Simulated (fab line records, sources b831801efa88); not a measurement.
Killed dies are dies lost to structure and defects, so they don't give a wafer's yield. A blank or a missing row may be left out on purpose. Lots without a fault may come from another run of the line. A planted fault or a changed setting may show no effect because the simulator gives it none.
Which tool did it? | flow sky130 | 13 lots, 39 wafers sampled, at 3 steps of a route of 708

WHAT THE GAUGES READ, wafer by wafer
SKY_VT_ADJUST_LVTN_TW_MEAS_10. Usual: VT_ADJUST_LVTN_TW 239.4, standard deviation 2.1.
lot  | measured     | on            | VT_ADJUST_LVTN_TW | flag
L481 | day 6 18:32  | film_metro-04 | 237.1 237.5 237.7 |
L483 | day 7 11:37  | film_metro-04 | 237.7 236.6 237.8 |
L484 | day 7 17:46  | film_metro-01 | 241.5 240.6 241.6 |
L485 | day 7 22:08  | film_metro-04 | 237.2 237.3 237.7 |
L486 | day 8 09:04  | film_metro-04 | 238.4 239.9 239.0 |
L489 | day 9 05:25  | film_metro-03 | 30.0 29.9 30.0    | OFF
L496 | day 10 22:34 | film_metro-03 | 240.6 242.6 241.1 |
L498 | day 11 18:25 | film_metro-04 | 238.2 237.7 237.5 |
L499 | day 11 19:56 | film_metro-04 | 236.7 236.7 238.0 |
L500 | day 12 05:02 | film_metro-01 | 241.9 242.6 242.9 |
L502 | day 12 19:50 | film_metro-01 | 243.1 243.4 243.7 |
L503 | day 12 23:02 | film_metro-04 | 235.9 236.2 237.2 |
L504 | day 13 07:20 | film_metro-03 | 241.8 242.3 243.1 |

WHICH TOOL RAN EACH LOT (tool, then ch and the chambers of the sampled wafers, then the start)
lot  | SKY_VT_ADJUST_HVTP_STRIP_10          | SKY_VT_ADJUST_LVTN_STRIP_09
L481 | plasma_asher-04 ch 0,1, day 5 23:38  | plasma_asher-03 ch 0,1, day 6 18:26
L483 | plasma_asher-02 ch 0,1, day 6 15:42  | plasma_asher-03 ch 1, day 7 11:31
L484 | plasma_asher-03 ch 1, day 6 21:57    | plasma_asher-01 ch 0,1, day 7 17:40
L485 | plasma_asher-03 ch 0,1, day 7 01:49  | plasma_asher-03 ch 0,1, day 7 22:02
L486 | plasma_asher-04 ch 0,1, day 7 11:36  | plasma_asher-01 ch 0,1, day 8 08:58
L489 | plasma_asher-03 ch 0, day 8 07:48    | plasma_asher-02 ch 0,1, day 9 05:19
L496 | plasma_asher-04 ch 0,1, day 9 23:11  | plasma_asher-03 ch 0,1, day 10 22:28
L498 | plasma_asher-03 ch 0,1, day 10 19:08 | plasma_asher-01 ch 0,1, day 11 18:19
L499 | plasma_asher-02 ch 0,1, day 10 20:24 | plasma_asher-01 ch 0,1, day 11 19:50
L500 | plasma_asher-02 ch 0, day 11 04:44   | plasma_asher-02 ch 0,1, day 12 04:56
L502 | plasma_asher-04 ch 0,1, day 11 18:23 | plasma_asher-03 ch 0,1, day 12 19:44
L503 | plasma_asher-04 ch 0,1, day 11 21:23 | plasma_asher-03 ch 0,1, day 12 22:57
L504 | plasma_asher-02 ch 0,1, day 12 05:56 | plasma_asher-03 ch 0,1, day 13 07:14
- SKY_VT_ADJUST_HVTP_STRIP_10: strips in O2/N2.
- SKY_VT_ADJUST_LVTN_STRIP_09: strips in O2/N2.

WHAT THE TOOLS THEMSELVES READ (means of the sampled wafers that have a number; where no wafer has one, the mark that the record gives instead)
SKY_VT_ADJUST_HVTP_STRIP_10. Usual: drypump_motor_current_A 5.9 A, standard deviation 0.48; oes_product_au 0.716 a.u., standard deviation 0.0045; strip_time_to_endpoint_s 14.20 s, standard deviation 0.035.
lot  | tool            | drypump_motor_current_A (A) | oes_product_au (a.u.) | strip_time_to_endpoint_s (s) | flag
L481 | plasma_asher-04 | 6.2                         | 0.715                 | 14.20                        |
L483 | plasma_asher-02 | 5.5                         | 0.717                 | 14.15                        |
L484 | plasma_asher-03 | 5.9                         | 0.715                 | 14.21                        |
L485 | plasma_asher-03 | 5.8                         | 0.718                 | 14.22                        |
L486 | plasma_asher-04 | 6.1                         | 0.722                 | 14.20                        |
L489 | plasma_asher-03 | 5.7                         | 0.915                 | -                            | OFF
L496 | plasma_asher-04 | 6.2                         | 0.715                 | 14.18                        |
L498 | plasma_asher-03 | 5.8                         | 0.717                 | 14.21                        |
L499 | plasma_asher-02 | 5.5                         | 0.722                 | 14.17                        |
L500 | plasma_asher-02 | 6.4                         | 0.712                 | 14.21                        |
L502 | plasma_asher-04 | 6.3                         | 0.714                 | 14.20                        |
L503 | plasma_asher-04 | 6.3                         | 0.714                 | 14.17                        |
L504 | plasma_asher-02 | 5.5                         | 0.714                 | 14.19                        |

SKY_VT_ADJUST_LVTN_STRIP_09. Usual: drypump_motor_current_A 5.8 A, standard deviation 0.37; oes_product_au 0.722 a.u., standard deviation 0.0043; strip_time_to_endpoint_s 36.91 s, standard deviation 0.1.
lot  | tool            | drypump_motor_current_A (A) | oes_product_au (a.u.) | strip_time_to_endpoint_s (s) | flag
L481 | plasma_asher-03 | 5.8                         | 0.722                 | 36.97                        |
L483 | plasma_asher-03 | 5.9                         | 0.724                 | 36.80                        |
L484 | plasma_asher-01 | 6.1                         | 0.720                 | 36.95                        |
L485 | plasma_asher-03 | 5.8                         | 0.725                 | 36.86                        |
L486 | plasma_asher-01 | 6.0                         | 0.728                 | 36.97                        |
L489 | plasma_asher-02 | 5.5                         | 0.727                 | 46.88                        | OFF
L496 | plasma_asher-03 | 5.8                         | 0.719                 | 36.77                        |
L498 | plasma_asher-01 | 6.0                         | 0.727                 | 36.99                        |
L499 | plasma_asher-01 | 6.0                         | 0.723                 | 36.94                        |
L500 | plasma_asher-02 | 5.9                         | 0.722                 | 37.02                        |
L502 | plasma_asher-03 | 5.8                         | 0.719                 | 36.82                        |
L503 | plasma_asher-03 | 5.8                         | 0.719                 | 36.89                        |
L504 | plasma_asher-03 | 5.8                         | 0.719                 | 36.77                        |

THE ANSWER, worked out from the rows above alone
Rule: a lot is off if the mean of its wafers that have a number lies more than 3 standard deviations from the usual mean. A lot without any number at a reading at which 4 lots or more have one is off too. The other lots that the step has rows for count as sound. The gauges are gone through in route order, then the tools' own readings, and for those a lot's mean is taken as printed above. The first step at which some lot is off is used, and at that step the reading that is off furthest; a lot without a number counts as furthest.
Off: L489, at SKY_VT_ADJUST_LVTN_TW_MEAS_10 (VT_ADJUST_LVTN_TW).
A tool fits if, at a process step before that reading, it ran every lot that is off, and no sound lot after the first of them. The gauges at SKY_VT_ADJUST_LVTN_TW_MEAS_10 aren't tried: what is off there is off at SKY_VT_ADJUST_HVTP_STRIP_10 too, on other tools, and a gauge's error can't cause that. None of those tried fits.

WHAT THE SIMULATOR HAD PUT IN
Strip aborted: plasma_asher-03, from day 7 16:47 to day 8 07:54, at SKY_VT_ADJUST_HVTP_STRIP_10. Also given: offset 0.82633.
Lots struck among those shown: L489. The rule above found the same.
